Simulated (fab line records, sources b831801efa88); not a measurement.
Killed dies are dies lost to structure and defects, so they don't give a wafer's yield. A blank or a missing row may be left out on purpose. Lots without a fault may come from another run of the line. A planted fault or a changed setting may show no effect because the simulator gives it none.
Chamber matching | flow gf180mcu | GF_SAB_CVD_00 on pecvd-01: 3 sister chambers
The step deposits SiO2 from TEOS, target thk 50 nm, time 4.9302 s. 3 wafers are shown with their chamber, then 11 later ones without.

WAFERS WITH THEIR CHAMBER
wafer  | chamber | heater_power_w (W)
L090.2 | 1       | 662
L090.3 | 0       | 653
L093.1 | 2       | 677

WAFERS WITHOUT THEIR CHAMBER
wafer  | heater_power_w (W)
L093.4 | 640
L093.5 | 634
L095.2 | 669
L095.4 | 659
L095.6 | 671
L096.2 | 654
L096.3 | 691
L096.4 | 666
L097.2 | 624
L097.3 | 671
L097.6 | 649

WHICH CHAMBER EACH WENT THROUGH
wafer  | from the rows above          | in truth
L093.4 | can't be placed: 0 or 1 or 2 | 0
L093.5 | can't be placed: 0 or 1 or 2 | 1
L095.2 | can't be placed: 1 or 2 or 0 | 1
L095.4 | can't be placed: 1 or 0 or 2 | 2
L095.6 | can't be placed: 2 or 1 or 0 | 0
L096.2 | can't be placed: 0 or 1 or 2 | 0
L096.3 | can't be placed: 2 or 1 or 0 | 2
L096.4 | can't be placed: 1 or 2 or 0 | 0
L097.2 | can't be placed: 0 or 1 or 2 | 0
L097.3 | can't be placed: 2 or 1 or 0 | 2
L097.6 | can't be placed: 0 or 1 or 2 | 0
Placed correctly: 0 of 11. Can't be placed from these rows: 11 (the true chamber is among the candidates in 11). Placed wrongly: 0.
How it was worked out, from the rows above alone: a wafer's distance from a chamber is the root of the sum, over the readings, of the square of ((its reading less the chamber's mean) divided by the reading's scatter). The wafer belongs to the nearest chamber; if the next one is less than 2 further off, it can't be placed. A chamber's mean is the mean of its shown wafers. The scatter: with one shown wafer a chamber, the root of the mean of the squares of how far each hidden wafer lies from its nearest shown one.
